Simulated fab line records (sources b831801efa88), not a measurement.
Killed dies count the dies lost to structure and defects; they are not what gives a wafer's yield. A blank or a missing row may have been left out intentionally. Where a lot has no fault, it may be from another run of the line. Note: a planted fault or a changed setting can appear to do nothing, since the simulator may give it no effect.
Matching of chambers	flow gf180mcu	4 sister chambers for GF_STI_ETCH_14 on rieSi-02
The step etches Si in HBr/Cl2/O2, target depth 360 nm, time 102.9 s. 18 wafers are shown with their chamber, then 9 later ones without.

WAFERS PAIRED WITH THEIR CHAMBERS
wafer	chamber	drypumpMotorCurrentA (A)	oesProductAu (a.u.)	HBr_flow_sccm (sccm)
L775.2	2	5.2	1.001	150.4
L775.3	2	5.2	0.996	150.7
L775.5	2	5.2	0.997	151.0
L777.2	1	6.1	1.004	149.7
L777.4	1	6.1	1.018	149.4
L777.6	2	5.2	0.993	150.2
L781.1	2	5.2	1.004	149.6
L781.2	3	4.8	1.007	150.8
L781.3	0	5.0	1.008	149.6
L782.1	1	6.1	1.012	149.9
L782.3	3	4.8	1.013	149.7
L782.5	1	6.1	1.017	150.1
L783.1	0	4.9	1.019	149.9
L783.2	3	4.8	1.002	150.6
L783.6	2	5.2	0.999	150.2
L784.1	2	5.2	0.999	150.1
L784.2	0	5.0	1.012	150.4
L784.5	1	6.1	0.998	149.8

SIGNATURES (means of the wafers above)
reading	chamber 0	chamber 1	chamber 2	chamber 3	scatter within a chamber
drypumpMotorCurrentA	4.967	6.100	5.200	4.800	0.0218
oesProductAu	1.01300	1.00980	0.99843	1.00733	0.00595
HBr_flow_sccm	149.967	149.780	150.314	150.367	0.422
Rule: a wafer's distance from a chamber is the root of the sum, over the readings, of the square of ((its reading less the chamber's mean) divided by the reading's scatter). If the next closest chamber is less than 2 further off than the closest, the wafer can't be placed; otherwise it belongs to the closest. The scatter is the square root of a quotient: the sum, over the shown wafers, of each reading's squared deviation from its chamber's mean, divided by wafers minus chambers.

WAFERS WITHOUT THEIR CHAMBER
wafer	drypumpMotorCurrentA (A)	oesProductAu (a.u.)	HBr_flow_sccm (sccm)
L790.1	6.1	1.013	149.9
L790.3	4.8	1.014	150.2
L790.6	4.9	1.026	150.3
L792.3	4.8	1.016	150.0
L792.4	5.2	0.993	150.4
L792.6	5.2	0.994	150.0
L796.2	6.1	1.018	149.8
L796.4	5.0	1.010	150.6
L796.6	4.8	1.006	150.8

EACH ONE'S CHAMBER
wafer	from the rows above	in truth
L790.1	1	1
L790.3	3	3
L790.6	can't be placed: 0 or 3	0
L792.3	3	3
L792.4	2	2
L792.6	2	2
L796.2	1	1
L796.4	0	0
L796.6	3	3
Correct placement for 8 of the 9. Unplaceable from these rows: 1, with the true chamber sitting among the candidates in 1. Wrongly placed: 0.
